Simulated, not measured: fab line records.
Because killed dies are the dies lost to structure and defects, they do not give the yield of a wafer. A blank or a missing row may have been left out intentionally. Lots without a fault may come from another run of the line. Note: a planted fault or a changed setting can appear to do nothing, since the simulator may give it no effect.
A lot that was struck, set against a sound lot | flow sky130 | 15 out of 708 route steps
Sound: wafers L637.2, L637.3, L637.5. Struck: wafers L630.1, L630.3, L630.5. The cause comes at the end.
Each step with rows lists, per side, the tool, then ch with its chambers, then its first start. Under that, the readings that differ: sound wafers | struck wafers | difference of the means | sigmas: that difference in standard deviations of wafers without a fault.
alike: same words and numbers on both sides, and readings whose means sit less than 2 such deviations apart. not compared: any withheld reading, any reading some wafer has no value for, any bound like >300 that may hide the same value, and any number with overlapping values for which the record gives no deviation.
Wherever a step has rows on one side only, a row that says differs or no value, or a row with sigmas, the two part there. Numbers that don't overlap but have no deviation are shown without sigmas and don't part them. A reading that every wafer of one side lacks parts them only if that side has two wafers or more.

first, 5 steps without rows for these wafers: SKY_LDD_HVP_COAT_02 (resist thk 300 nm); SKY_LDD_HVP_SOFTBAKE_03 (time 60 s); SKY_LDD_HVP_EXPOSE_04 (exposes mask HVPTM, target cd 700 nm); SKY_LDD_HVP_PEB_05; SKY_LDD_HVP_DEVELOP_06 (develop time 60 s).
SKY_LDD_HVP_OVL_MEAS_07:
  sound on overlay-01 at day 27 21:18; struck on overlay-01 at day 25 20:17
  alike: LDD_HVP_OVL
after that, 1 step had no rows for these wafers: SKY_LDD_HVP_IMPLANT_08.
SKY_LDD_HVP_STRIP_09: strips in O2/N2.
  sound on plasma_asher-04 ch 0,1, day 27 21:47; struck on plasma_asher-04 ch 0,1, day 25 20:28
  alike: drypump_motor_current_A, oes_product_au, strip_time_to_endpoint_s
  not compared: rf_hours_counter_h
SKY_LDD_HVP_TW_MEAS_10:
  sound on film_metro-01 at day 27 21:53; struck on film_metro-01 at day 25 20:34
  alike: LDD_HVP_TW
then, 3 steps without rows for these wafers: SKY_LDD_LDN_DEHYDRATE_00 (time 60 s); SKY_LDD_LDN_HMDS_01 (prime time 60 s); SKY_LDD_LDN_COAT_02 (resist thk 1140 nm).
SKY_LDD_LDN_SOFTBAKE_03: time 60 s.
  sound on litho_track-01 ch 0, day 28 12:31; struck on litho_track-04 ch 0, day 26 10:21
  reading                  | sound             | struck            | difference | sigmas
  heater_power_total_W (W) | 56.56 56.48 56.60 | 55.63 55.74 55.65 | -0.87      | -18
  plate_temp_C (C)         | 89.94 90.12 89.99 | 88.91 88.84 89.21 | -1.03      | -9
  alike: exhaust_pa
then, 1 step without rows for these wafers: SKY_LDD_LDN_EXPOSE_04 (exposes mask LDNTM, target cd 700 nm).
-- a jump in the record: the struck wafers' starts before and after are 22 days apart (it breaks off in module LDD_LDN and resumes in module PAD_OPEN, where the first step shown is number 708 of the route) --
SKY_PAD_OPEN_PROBE_99:
  rows exist in the record for the struck wafers here (prober-01, day 48 13:40), but not for the sound ones

## WHERE THEY PART
At SKY_LDD_LDN_SOFTBAKE_03 first; at SKY_PAD_OPEN_PROBE_99 last (within this record only).

WHY: whatever the simulator had introduced
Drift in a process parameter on litho_track-04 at SKY_LDD_LDN_SOFTBAKE_03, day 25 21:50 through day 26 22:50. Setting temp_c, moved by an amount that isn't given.
